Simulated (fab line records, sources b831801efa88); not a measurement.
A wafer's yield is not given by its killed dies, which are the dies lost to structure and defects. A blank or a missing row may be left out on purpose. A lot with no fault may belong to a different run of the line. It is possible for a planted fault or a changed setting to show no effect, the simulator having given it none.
Which tool did it?	flow sky130	36 wafers from 12 lots sampled at 4 of the route's 708 steps

## WHAT THE GAUGES READ, wafer by wafer
SKY_METAL1_THK_MEAS_06: measures by xrf. Usual: METAL1_ALCU_THK typically reads 240 nm, with standard deviation 4.
lot	measured	on	METAL1_ALCU_THK (nm)	flag
L761	day 31 06:57	film_metro-04	237 241 240	
L762	day 31 09:43	film_metro-04	233 237 241	
L763	day 32 04:59	film_metro-03	244 246 243	
L765	day 32 19:43	film_metro-04	245 249 246	
L771	day 34 21:26	film_metro-01	232 236 230	
L773	day 35 20:40	film_metro-03	236 240 239	
L777	day 37 10:16	film_metro-04	243 239 244	
L779	day 38 15:28	film_metro-04	243 245 244	
L780	day 38 15:38	film_metro-01	238 237 235	
L782	day 38 15:58	film_metro-01	239 243 240	
L781	day 38 16:58	film_metro-04	239 244 241	
L784	day 38 18:10	film_metro-01	237 239 238	

SKY_VIA2_OVL_MEAS_13. Usual: VIA2_OVL typically reads -2 nm, with standard deviation 5.4.
lot	measured	on	VIA2_OVL (nm)	flag
L761	day 35 22:15	overlay-01	-4 4 3	
L762	day 36 01:47	overlay-01	-5 5 -1	
L763	day 36 21:13	overlay-02	-6 -1 -5	
L765	day 37 11:01	overlay-02	-1 -9 -13	
L771	day 39 10:22	overlay-02	-5 -7 -3	
L773	day 40 07:49	overlay-01	-3 3 -7	
L777	day 41 18:17	overlay-01	-1 -3 -5	
L779	day 42 19:44	overlay-02	-4 -8 -4	
L780	day 42 20:06	overlay-02	-5 -3 -3	
L782	day 42 20:28	overlay-01	5 13 0	
L781	day 42 21:32	overlay-02	4 1 -8	
L784	day 42 23:02	overlay-02	4 0 3	

## TOOL THAT RAN EACH LOT (tool first, then ch and the chambers of the sampled wafers, then the start)
lot	SKY_METAL1_ETCH_18	SKY_VIA1_ETCH_14
L761	rie_metal-04 ch 0,1, day 32 10:01	rie_diel-01 ch 1,2, day 33 13:43
L762	rie_metal-04 ch 0,1, day 32 12:40	rie_diel-03 ch 0,1,3, day 33 17:17
L763	rie_metal-04 ch 0,1, day 33 08:15	rie_diel-01 ch 1,2,3, day 34 12:31
L765	rie_metal-04 ch 0,1, day 33 23:01	rie_diel-01 ch 1,2, day 35 02:59
L771	rie_metal-04 ch 0,1, day 36 00:10	rie_diel-04 ch 1,2, day 37 03:46
L773	rie_metal-04 ch 0,1, day 36 22:52	rie_diel-04 ch 0,1,2, day 38 03:19
L777	rie_metal-01 ch 0,1, day 38 13:18	rie_diel-04 ch 0,2, day 39 15:14
L779	rie_metal-04 ch 0,1, day 39 16:02	rie_diel-01 ch 0,1,2, day 40 18:19
L780	rie_metal-01 ch 0,1, day 39 16:18	rie_diel-04 ch 1,3, day 40 18:26
L782	rie_metal-03 ch 0,1, day 39 16:24	rie_diel-03 ch 0,2, day 40 18:29
L781	rie_metal-04 ch 0,1, day 39 17:18	rie_diel-04 ch 2,3, day 40 19:16
L784	rie_metal-01 ch 0,1, day 39 18:31	rie_diel-01 ch 0,2,3, day 40 20:32
- SKY_METAL1_ETCH_18: etches BARC in N2/H2, stops on SiO2, time 45.9 s, target depth 60 nm.
- SKY_VIA1_ETCH_14: etches BARC in N2/H2, stops on SiO2, time 45.9 s, target depth 60 nm.

## WHAT THE TOOLS THEMSELVES READ (means of the sampled wafers that have a number; where no wafer has one, the mark that the record gives instead)
SKY_METAL1_ETCH_18. Usual: drypump_motor_current_A 5.8 A, standard deviation 0.62; oes_product_au 0.856 a.u., standard deviation 0.0049; throttle_valve_pct 13.225 %, standard deviation 0.0097.
lot	tool	drypump_motor_current_A (A)	oes_product_au (a.u.)	throttle_valve_pct (%)	flag
L761	rie_metal-04	6.4	0.858	13.227	
L762	rie_metal-04	6.4	0.853	13.231	
L763	rie_metal-04	6.1	0.854	13.229	
L765	rie_metal-04	6.2	0.857	13.225	
L771	rie_metal-04	6.1	0.856	13.228	
L773	rie_metal-04	6.4	0.854	13.229	
L777	rie_metal-01	5.5	0.860	13.222	
L779	rie_metal-04	6.2	0.857	13.226	
L780	rie_metal-01	5.5	0.854	13.230	
L782	rie_metal-03	5.2	0.856	13.225	
L781	rie_metal-04	6.1	0.855	13.219	
L784	rie_metal-01	5.5	0.855	13.238	

SKY_VIA1_ETCH_14. Usual: drypump_motor_current_A 5.72 A, standard deviation 0.24; oes_product_au 0.855 a.u., standard deviation 0.005; throttle_valve_pct 13.225 %, standard deviation 0.0086.
lot	tool	drypump_motor_current_A (A)	oes_product_au (a.u.)	throttle_valve_pct (%)	flag
L761	rie_diel-01	5.90	0.854	13.226	
L762	rie_diel-03	5.80	0.855	13.235	
L763	rie_diel-01	5.69	0.860	13.226	
L765	rie_diel-01	5.94	0.852	13.231	
L771	rie_diel-04	5.55	0.853	13.223	
L773	rie_diel-04	5.69	0.858	13.223	
L777	rie_diel-04	5.72	0.857	13.226	
L779	rie_diel-01	5.95	0.853	13.226	
L780	rie_diel-04	5.70	0.856	13.219	
L782	rie_diel-03	5.49	0.857	13.233	
L781	rie_diel-04	5.74	0.856	13.220	
L784	rie_diel-01	5.69	0.852	13.223	

## THE ANSWER, worked out from the rows above alone
Rule: a lot is off if the mean of its wafers that have a number lies more than 3 standard deviations from the usual mean. Also off: a lot with no number at a reading for which 4 or more lots have one. Where the step has rows for the other lots, those lots are counted as sound. First the gauges in route order, then the tools' own readings, where a lot's mean is used as printed above. At the first step where some lot is off, the reading lying furthest off is the one used; lots without a number count as furthest.
No lot is off at any reading shown: from this, nothing can be told.

## WHAT WAS PUT IN BY THE SIMULATOR
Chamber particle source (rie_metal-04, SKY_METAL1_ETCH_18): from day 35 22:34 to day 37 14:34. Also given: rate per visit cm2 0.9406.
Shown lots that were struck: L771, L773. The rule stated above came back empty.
